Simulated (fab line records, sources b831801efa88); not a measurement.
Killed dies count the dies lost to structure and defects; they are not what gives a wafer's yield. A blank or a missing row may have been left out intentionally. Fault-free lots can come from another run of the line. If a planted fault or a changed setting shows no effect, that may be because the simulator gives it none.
Problem report in the 8D (eight disciplines) form, filled by code    flow sky130    the parts of the form that need people (team, actions taken, sign-off) are left out

## 1. WHAT IS WRONG
Mean VIA2_OVL at SKY_VIA2_OVL_MEAS_13: 30 nm over 12 wafers in 4 lots; fault-free wafers: 2 nm, standard deviation 5.2. That puts it +5.4 standard deviations away from the usual mean.
First observed at day 39 21:59: wafer L940.1, on overlay-01. Wafers with a number at this step in the record: 33, from 11 lots. The rule behind "out" and "out of limits": a value lying over 4 standard deviations away from the usual mean. Any other wafer with a number is counted as sound.

## 2. WHAT IT IS, WHAT IT ISN'T
question                     is                      is not
which readings at this step  VIA2_OVL                -
which lots                   L939, L940, L942, L945  L928, L929, L934, L938, L941, L947, L951
which wafers of those lots   all that have a number  -
read on which gauges         overlay-01, overlay-02  -
when                         from day 39 21:59       up to then (12 sound wafers); but 9 sound wafers of L941, L947, L951 came after

## 3. THE SUSPECTS, EACH WITH WHAT RULES IT OUT
Counting: a tool at any process step up to the reading remains a suspect when it ran all the lots that are out and ran no sound lot after the first of those.
- the gauge at SKY_VIA2_OVL_MEAS_13 has been ruled out. The wafers that are out were read on 2 gauges (overlay-01, overlay-02).
- krf_scanner-02 at SKY_VIA2_EXPOSE_09 (exposes mask VIM2, target cd 200 nm): kept. It ran every lot that is out, first L940 (day 39 10:26), and no sound lot after that; its last sound lot up to then is L938 (day 39 05:10).
Left after counting: krf_scanner-02 at SKY_VIA2_EXPOSE_09.

## 4. THE CAUSE (what the simulator had put in)
Scanner matching overlay: krf_scanner-02, from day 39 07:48 on, at SKY_VIA2_EXPOSE_09. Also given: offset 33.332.
This tool alone remained once counting was done.

## 5. SEQUENCE OF EFFECTS, ordered by route
Rows list readings where the struck wafers' mean (over those with a number) sits beyond 3 standard deviations from the usual. Scope: only readings with a usual standard deviation given in the record; hours: median across lots of the time from each lot's start at the first step in this table that gives one to its start at this step; sigmas: change in usual standard deviations.
hours  step                  reading   usual  on struck wafers  change  sigmas
0      SKY_VIA2_OVL_MEAS_13  VIA2_OVL  2 nm   30                +28     +5.4

## 6. HOW IT WOULD HAVE BEEN CAUGHT EARLIER
In this record the first reading out of limits at a measuring or inspecting step was taken at day 39 21:59, 14 hours after the fault began at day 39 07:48.
Of the tool readings at SKY_VIA2_EXPOSE_09 for which the record gives a usual standard deviation, none was out on any struck wafer, so an alarm limit of 4 standard deviations on them would not have fired.
Among the 4 lots that are out, L942, L945 began SKY_VIA2_EXPOSE_09 on krf_scanner-02 after day 39 21:59. A hold on the tool at that time would have spared those 2.
